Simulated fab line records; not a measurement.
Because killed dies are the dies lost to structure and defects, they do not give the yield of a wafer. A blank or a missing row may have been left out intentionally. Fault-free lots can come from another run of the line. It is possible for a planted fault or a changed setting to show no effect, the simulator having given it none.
fab line records	flow sfq_line
[record] lots = 14	wafers = 42	last_day = 91
route steps=325 shown M0@30 I1@74 I2@115 M4@159
lots with no fault: from the same line, run without faults
start_h: hours from the record's first day to the start of the lot's first wafer shown	wait_h: hours elapsed since this lot's preceding step	" the same as in the row above	L1.1+2: a single row standing in for several wafers	- no value, or no start given	* or withheld: withheld	< > ~ a bound
route shown NAME@n: NAME is a module with steps in the file, n the number in the route of the first one	usual: average and standard deviation across the fault-free wafers	same: alike in all rows	chamber/n: place in a boat	sites: each site's reading	_std_site: standard deviation across them	_edge_site: inner sites' mean taken away from outer sites' mean	radius_mm: how far each site lies from the wafer's centre	mask NAME#n: copy n	behind: the most recent tool/chamber to have shaped the wafer	hold: why the lot was held/for how many hours/how that ended	device: the n, p or np transistor that did not switch	end of line: at the end of the route, the tests of the same wafers	for a step that has no rows: nothing shown but its recipe	killed: at the first sort, the dies lost to defects and structure; wafer yield is something else	map: a wafer's dies, marking killed ones x, the rest . and places with no die _
set.NAME: the run value of the setting; set.NAME@STEP: its run value at that earlier step	model.NAME: the simulator's own value behind a step, which no gauge read
one table for each step of the route and one row for each wafer, over a sample of lots
services: the hour from which a tool's chamber was out of use, counted from the record's first day as start_h (under 0 if before that day), plus the number of hours and why
[[steps]]
[step SFQ_M0_RS_MEAS_904]
[recipe] thk_meas_gauge = four-point-probe	reads = Nb_of_TRILAYER_M0_DEP_SPUTTER_019
[usual] M0_NB_RS = 0.889/0.011
lot.wafer	tool	chamber	start_h	wait_h	M0_NB_RS[ohm/sq]
L495.1	film_metro-02	-	104.11	0.0	0.861
L495.2	"	-	"	"	0.872
L495.3	"	-	"	"	0.877
L496.1	film_metro-03	-	106.51	0.0	0.878
L496.2	"	-	"	"	0.885
L496.3	"	-	"	"	0.883
L497.1	film_metro-02	-	110.11	0.0	0.885
L497.4	"	-	"	"	0.909
L497.5	"	-	"	"	0.889
L498.1	film_metro-02	-	112.51	0.0	0.879
L498.2	"	-	"	"	0.878
L498.6	"	-	"	"	0.875
L499.1	film_metro-02	-	116.11	0.0	0.901
L499.3	"	-	"	"	0.897
L499.4	"	-	"	"	0.894
L500.2	film_metro-02	-	117.93	0.1	0.891
L500.4	"	-	"	"	0.898
L500.5	"	-	"	"	0.886
L501.2	film_metro-01	-	124.74	0.1	0.900
L501.4	"	-	"	"	0.898
L501.5	"	-	"	"	0.902
L502.1	film_metro-01	-	127.12	0.0	0.889
L502.4	"	-	"	"	0.877
L502.6	"	-	"	"	0.892
L503.1	film_metro-01	-	132.52	0.0	0.884
L503.3	"	-	"	"	0.886
L503.5	"	-	"	"	0.885
L505.1	film_metro-02	-	143.72	0.0	0.881
L505.2	"	-	"	"	0.895
L505.5	"	-	"	"	0.896
L506.1	film_metro-02	-	153.33	0.0	0.903
L506.4	"	-	"	"	0.900
L506.6	"	-	"	"	0.904
L510.2	film_metro-02	-	250.66	0.1	0.880
L510.4	"	-	"	"	0.889
L510.6	"	-	"	"	0.884
L513.3	film_metro-03	-	280.65	0.1	0.899
L513.5	"	-	"	"	0.902
L513.6	"	-	"	"	0.907
L517.1	film_metro-03	-	323.37	0.0	0.886
L517.5	"	-	"	"	0.873
L517.6	"	-	"	"	0.882
[step SFQ_TRILAYER_I1_CMP_CMP_046]
[recipe] material = SiO2	down_force_psi = 3	platen_rpm = 60	pad_velocity_m_s = 0.94248
[usual] motor_current_A = 10.4/1.2	slurry_filter_dp_kPa = 13.50/0.13	time_to_endpoint_s = 213/7.7
lot.wafer	tool	chamber	start_h	wait_h	motor_current_A	slurry_filter_dp_kPa	time_to_endpoint_s
L495.3	cmp-02	2	395.09	0.0	8.0	13.54	214
L495.1	"	0	396.09	1.0	9.6	13.73	212
L495.2	"	1	"	"	9.3	13.79	212
L496.3	cmp-02	2	399.89	0.0	8.7	13.19	206
L496.1	"	3	"	"	11.4	13.50	212
L496.2	"	1	401.39	1.5	9.4	13.49	204
L497.4	cmp-01	1	409.49	0.0	9.7	13.65	218
L497.1	"	2	"	"	11.4	13.61	206
L497.5	"	2	411.99	2.5	10.5	13.38	212
L498.2	cmp-01	0	412.99	1.1	11.2	13.45	212
L498.1	"	1	"	"	9.5	13.48	211
L498.6	"	0	414.99	3.1	11.5	13.47	214
L499.4	cmp-02	0	422.80	0.0	9.6	13.69	223
L499.3	"	1	"	"	9.8	13.26	218
L499.1	"	3	424.30	1.5	11.0	13.53	202
L500.2	cmp-01	2	428.80	0.0	11.4	13.32	208
L500.4	"	3	"	"	11.3	13.58	231
L500.5	"	3	431.30	2.5	11.7	13.43	218
L501.2	cmp-01	2	445.60	0.0	10.8	13.53	200
L501.4	"	3	"	"	11.5	13.75	228
L501.5	"	3	448.10	2.5	11.7	13.68	223
L502.4	cmp-02	0	459.22	0.9	9.4	13.49	221
L502.1	"	1	"	"	9.5	13.42	202
L502.6	"	3	460.72	2.4	11.7	13.70	207
L503.3	cmp-02	2	473.11	0.5	8.6	13.43	215
L503.1	"	3	"	"	10.9	13.33	209
L503.5	"	2	475.11	2.5	8.6	13.36	218
L505.2	cmp-01	0	509.35	0.5	11.7	13.44	212
L505.1	"	1	"	"	9.7	13.71	196
L505.5	"	3	510.85	2.0	11.5	13.78	234
L506.1	cmp-01	0	529.77	1.6	11.0	13.66	208
L506.4	"	1	"	"	9.7	13.21	199
L506.6	"	2	"	"	11.8	13.37	207
L510.4	cmp-02	3	549.07	0.5	11.0	13.69	216
L510.2	"	1	550.07	1.5	9.4	13.64	217
L510.6	"	2	"	"	8.2	13.31	218
L513.3	cmp-02	2	558.51	1.5	8.7	13.43	215
L513.5	"	3	"	"	11.2	13.43	212
L513.6	"	0	"	"	9.2	13.61	222
L517.1	cmp-02	0	633.17	10.2	9.8	13.48	214
L517.5	"	0	635.17	12.2	9.9	13.63	225
L517.6	"	1	"	"	9.2	13.38	210
[step SFQ_TRILAYER_I1_METRO_MEASURE_047]
[usual] thk_nm = 199.2/1.1
lot.wafer	tool	chamber	start_h	wait_h	thk_nm
L495.1	film_metro-03	-	398.21	0.1	199.8
L495.2	"	-	"	"	199.5
L495.3	"	-	"	"	198.2
L496.1	film_metro-03	-	403.01	0.1	198.1
L496.2	"	-	"	"	198.4
L496.3	"	-	"	"	198.5
L497.1	film_metro-01	-	412.61	0.1	200.3
L497.4	"	-	"	"	198.3
L497.5	"	-	"	"	198.7
L498.1	film_metro-04	-	415.61	0.1	199.7
L498.2	"	-	"	"	198.8
L498.6	"	-	"	"	198.5
L499.1	film_metro-04	-	425.92	0.1	197.6
L499.3	"	-	"	"	197.9
L499.4	"	-	"	"	199.7
L500.2	film_metro-04	-	432.12	0.3	199.4
L500.4	"	-	"	"	200.7
L500.5	"	-	"	"	199.7
L501.2	film_metro-04	-	448.92	0.3	199.0
L501.4	"	-	"	"	200.8
L501.5	"	-	"	"	201.2
L502.1	film_metro-03	-	461.84	0.1	198.8
L502.4	"	-	"	"	199.8
L502.6	"	-	"	"	198.2
L503.1	film_metro-01	-	475.73	0.1	198.0
L503.3	"	-	"	"	197.4
L503.5	"	-	"	"	197.1
L505.1	film_metro-04	-	511.97	0.1	214.3
L505.2	"	-	"	"	197.1
L505.5	"	-	"	"	199.6
L506.1	film_metro-04	-	531.89	0.1	197.4
L506.4	"	-	"	"	212.7
L506.6	"	-	"	"	198.7
L510.2	film_metro-03	-	551.89	0.3	201.5
L510.4	"	-	"	"	198.5
L510.6	"	-	"	"	197.8
L513.3	film_metro-04	-	560.53	0.5	198.8
L513.5	"	-	"	"	199.8
L513.6	"	-	"	"	200.6
L517.1	film_metro-04	-	636.29	0.1	199.5
L517.5	"	-	"	"	199.5
L517.6	"	-	"	"	199.4
[step SFQ_TRILAYER_I1_VIA_ETCH_VIA_ETCH_052]
[recipe] target = SiO2	stop_on = Nb	mask_material = PR	taper_deg = 20	chemistry = CHF3	target_depth_nm = 260	source_w = 500	bias_w = 80	pressure_mtorr = 30	time_s = withheld
[usual] drypump_motor_current_A = 5.9/0.32	oes_product_au = 0.853/0.0052
lot.wafer	tool	chamber	start_h	wait_h	drypump_motor_current_A	oes_product_au
L495.1	rie_diel-03	1	552.37	0.0	6.0	0.852
L495.2	"	3	"	"	5.7	0.862
L495.3	"	2	"	"	5.4	0.861
L496.1	rie_diel-03	3	561.97	0.0	5.8	0.842
L496.2	"	0	"	"	6.4	0.853
L496.3	"	1	"	"	6.0	0.851
L497.1	rie_diel-03	3	572.77	0.0	5.8	0.850
L497.4	"	1	"	"	6.0	0.847
L497.5	"	2	"	"	5.4	0.852
L498.1	rie_diel-01	2	575.17	0.0	5.9	0.837
L498.2	"	3	"	"	6.1	0.854
L498.6	"	0	"	"	6.3	0.855
L499.1	rie_diel-03	2	590.77	0.0	5.4	0.849
L499.3	"	3	"	"	5.8	0.853
L499.4	"	0	"	"	6.5	0.849
L500.2	rie_diel-03	1	597.97	0.0	6.0	0.856
L500.4	"	3	"	"	5.8	0.848
L500.5	"	3	"	"	5.8	0.845
L501.2	rie_diel-03	0	614.77	0.0	6.5	0.849
L501.4	"	2	"	"	5.4	0.853
L501.5	"	1	"	"	6.0	0.860
L502.1	rie_diel-01	3	624.37	0.0	6.1	0.854
L502.4	"	0	"	"	6.3	0.847
L502.6	"	1	"	"	6.1	0.846
L503.1	rie_diel-04	1	636.50	0.0	6.0	0.850
L503.3	"	2	"	"	6.0	0.849
L503.5	"	1	"	"	6.0	0.856
L505.1	rie_diel-03	2	676.54	0.0	5.4	0.893
L505.2	"	1	"	"	6.0	0.852
L505.5	"	2	"	"	5.4	0.852
L506.1	rie_diel-01	3	694.67	0.0	6.1	0.852
L506.4	"	2	"	"	5.9	0.892
L506.6	"	1	"	"	6.1	0.850
L510.2	rie_diel-03	3	713.87	0.0	5.7	0.856
L510.4	"	1	"	"	6.0	0.850
L510.6	"	2	"	"	5.4	0.850
L513.3	rie_diel-01	1	722.27	0.0	6.1	0.854
L513.5	"	0	"	"	6.3	0.848
L513.6	"	3	"	"	6.1	0.858
L517.1	rie_diel-01	0	790.83	0.0	6.3	0.847
L517.5	"	1	"	"	6.1	0.855
L517.6	"	2	"	"	5.9	0.849
[step SFQ_TRILAYER_I2_VIA_ETCH_VIA_ETCH_070]
[recipe] target = SiO2	stop_on = Nb	mask_material = PR	taper_deg = 20	chemistry = CHF3	target_depth_nm = 260	source_w = 500	bias_w = 80	pressure_mtorr = 30	time_s = withheld
[usual] drypump_motor_current_A = 5.9/0.39	oes_product_au = 0.853/0.0053
lot.wafer	tool	chamber	start_h	wait_h	drypump_motor_current_A	oes_product_au
L495.1	rie_diel-01	0	866.27	0.0	6.3	0.857
L495.2	"	3	"	"	6.1	0.846
L495.3	"	1	"	"	6.0	0.857
L496.1	rie_diel-02	0	874.67	0.0	5.0	0.850
L496.2	"	1	"	"	5.7	0.850
L496.3	"	2	"	"	6.5	0.850
L497.1	rie_diel-02	3	879.47	0.0	6.0	0.845
L497.4	"	1	"	"	5.7	0.850
L497.5	"	0	"	"	5.1	0.857
L498.1	rie_diel-01	0	883.07	0.0	6.3	0.856
L498.2	"	2	"	"	5.9	0.860
L498.6	"	3	"	"	6.2	0.859
L499.1	rie_diel-02	3	907.07	0.0	6.0	0.846
L499.3	"	0	"	"	5.0	0.847
L499.4	"	2	"	"	6.5	0.847
L500.2	rie_diel-04	0	910.67	0.0	6.0	0.859
L500.4	"	2	"	"	6.0	0.844
L500.5	"	0	"	"	6.0	0.859
L501.2	rie_diel-04	3	920.27	0.0	5.4	0.847
L501.4	"	3	"	"	5.3	0.850
L501.5	"	0	"	"	6.0	0.850
L502.1	rie_diel-02	3	933.47	0.0	6.0	0.856
L502.4	"	2	"	"	6.5	0.860
L502.6	"	3	"	"	6.0	0.853
L503.1	rie_diel-04	3	941.87	0.0	5.4	0.844
L503.3	"	2	"	"	6.0	0.857
L503.5	"	1	"	"	6.0	0.854
L505.1	rie_diel-04	3	974.71	0.0	5.3	0.847
L505.2	"	1	"	"	6.0	0.861
L505.5	"	1	"	"	6.0	0.856
L506.1	rie_diel-01	0	991.64	0.0	6.3	0.850
L506.4	"	3	"	"	6.1	0.856
L506.6	"	0	"	"	6.3	0.858
L510.2	rie_diel-01	3	1008.44	0.0	6.1	0.854
L510.4	"	1	"	"	6.1	0.859
L510.6	"	3	"	"	6.1	0.848
L513.3	rie_diel-04	0	1016.84	0.0	6.0	0.860
L513.5	"	0	"	"	6.0	0.857
L513.6	"	3	"	"	5.4	0.857
L517.1	rie_diel-04	1	1068.69	0.0	6.0	0.845
L517.5	"	3	"	"	5.4	0.854
L517.6	"	2	"	"	6.0	0.844
[step SFQ_TRILAYER_M4_BARC_OPEN_METAL_ETCH_123]
[recipe] mask_material = PR	chemistry = O2	target_depth_nm = 125	target = BARC	icp_w = 600	bias_w = 80	pressure_mtorr = 10	time_s = 41.7
[usual] drypump_motor_current_A = 5.4/0.47	oes_product_au = 0.685/0.0046
lot.wafer	tool	chamber	start_h	wait_h	drypump_motor_current_A	oes_product_au	rf_hours_counter_h
L495.1	rie_metal-04	0	1164.56	0.0	5.4	0.688	125
L495.2	"	1	"	"	4.9	0.688	29
L495.3	"	0	"	"	5.4	0.683	-
L496.1	rie_metal-02	1	1178.96	0.0	4.8	0.681	65
L496.2	"	1	"	"	4.8	0.690	-
L496.3	"	1	"	"	4.8	0.681	-
L497.1	rie_metal-01	0	1184.96	0.0	6.1	0.691	20
L497.4	"	0	"	"	6.1	0.693	-
L497.5	"	0	"	"	6.1	0.687	-
L498.1	rie_metal-04	0	1191.09	0.0	5.4	0.685	129
L498.2	"	1	"	"	4.9	0.687	33
L498.6	"	1	"	"	4.9	0.693	-
L499.1	rie_metal-02	0	1207.28	0.0	5.7	0.691	126
L499.3	"	1	"	"	4.8	0.680	-
L499.4	"	0	"	"	5.7	0.675	-
L500.2	rie_metal-04	1	1208.48	0.0	5.0	0.683	35
L500.4	"	0	"	"	5.4	0.673	-
L500.5	"	0	"	"	5.4	0.682	-
L501.2	rie_metal-01	1	1215.81	0.0	5.8	0.688	118
L501.4	"	1	"	"	5.8	0.688	-
L501.5	"	0	"	"	6.0	0.680	-
L502.1	rie_metal-02	1	1227.81	0.0	4.8	0.679	70
L502.4	"	0	"	"	5.7	0.684	-
L502.6	"	1	"	"	4.8	0.682	-
L503.1	rie_metal-01	1	1236.21	0.0	5.8	0.692	120
L503.3	"	1	"	"	5.8	0.687	-
L503.5	"	0	"	"	6.0	0.684	-
L505.1	rie_metal-02	1	1260.21	0.0	4.8	0.681	74
L505.2	"	1	"	"	4.8	0.692	-
L505.5	"	1	"	"	4.8	0.686	-
L506.1	rie_metal-04	1	1277.01	0.0	5.0	0.678	44
L506.4	"	1	"	"	4.9	0.678	-
L506.6	"	1	"	"	4.9	0.679	-
L510.2	rie_metal-01	0	1301.13	0.0	6.0	0.685	34
L510.4	"	1	"	"	5.8	0.690	-
L510.6	"	0	"	"	6.0	0.689	-
L513.3	rie_metal-04	1	1311.46	0.0	4.9	0.688	-
L513.5	"	0	"	"	5.4	0.679	-
L513.6	"	1	"	"	4.9	0.692	-
L517.1	rie_metal-04	1	1362.85	0.0	4.9	0.688	59
L517.5	"	0	"	"	5.4	0.684	-
L517.6	"	1	"	"	5.0	0.686	-
[[services]]
tool	chamber	start_h	hours	kind
rie_diel-01	-	402.80	0.4	repair
cmp-02	-	408.83	4.0	pm
rie_diel-01	2	413.84	9.3	repair
film_metro-04	-	428.48	1.3	pm
rie_diel-03	0	433.77	4.2	repair
rie_diel-03	1	442.83	11.4	repair
rie_diel-03	2	503.21	6.1	repair
cmp-02	-	522.13	8.2	repair
rie_diel-01	-	531.15	2.8	pm
film_metro-04	-	569.29	0.5	pm
film_metro-04	-	572.56	1.3	pm
rie_diel-03	1	608.96	2.5	repair
rie_diel-01	1	613.25	6.2	repair
rie_diel-01	1	633.82	6.5	repair
rie_diel-01	0	650.96	4.8	repair
rie_diel-01	1	656.54	5.3	repair
rie_diel-01	-	663.51	4.8	repair
rie_diel-01	0	708.90	5.9	repair
rie_diel-01	0	925.64	11.1	repair
rie_diel-01	2	1012.18	4.2	repair
rie_diel-01	2	1081.85	59.9	repair
rie_diel-01	3	1117.45	8.3	repair
rie_diel-01	1	1169.53	5.1	repair
rie_diel-01	3	1307.36	9.3	repair
[[key]]
[first_sign] step = SFQ_TRILAYER_I1_METRO_MEASURE_047	reading = thk_nm	direction = up	sigmas = 13	usual = 199.2	struck = 213.5
[effect] step = SFQ_TRILAYER_I1_VIA_ETCH_VIA_ETCH_052	reading = oes_product_au	direction = up	sigmas = 7.7	usual = 0.853	struck = 0.893
met_at SFQ_TRILAYER_I1_CMP_CMP_046
struck_lots L505,L506
struck_wafers L505.1,L506.4
not_acting_at SFQ_M0_RS_MEAS_904,SFQ_TRILAYER_I2_VIA_ETCH_VIA_ETCH_070,SFQ_TRILAYER_M4_BARC_OPEN_METAL_ETCH_123
onset_between 412.99 509.35
[fault] kind = process_parameter_drift	tool = cmp-01	chamber = 1	onset_h = 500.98	steps = SFQ_TRILAYER_I1_CMP_CMP_046	channel = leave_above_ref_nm	offset = 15	shape = step	end_h = 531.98	acts_in = these_recipes_only	stated = 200
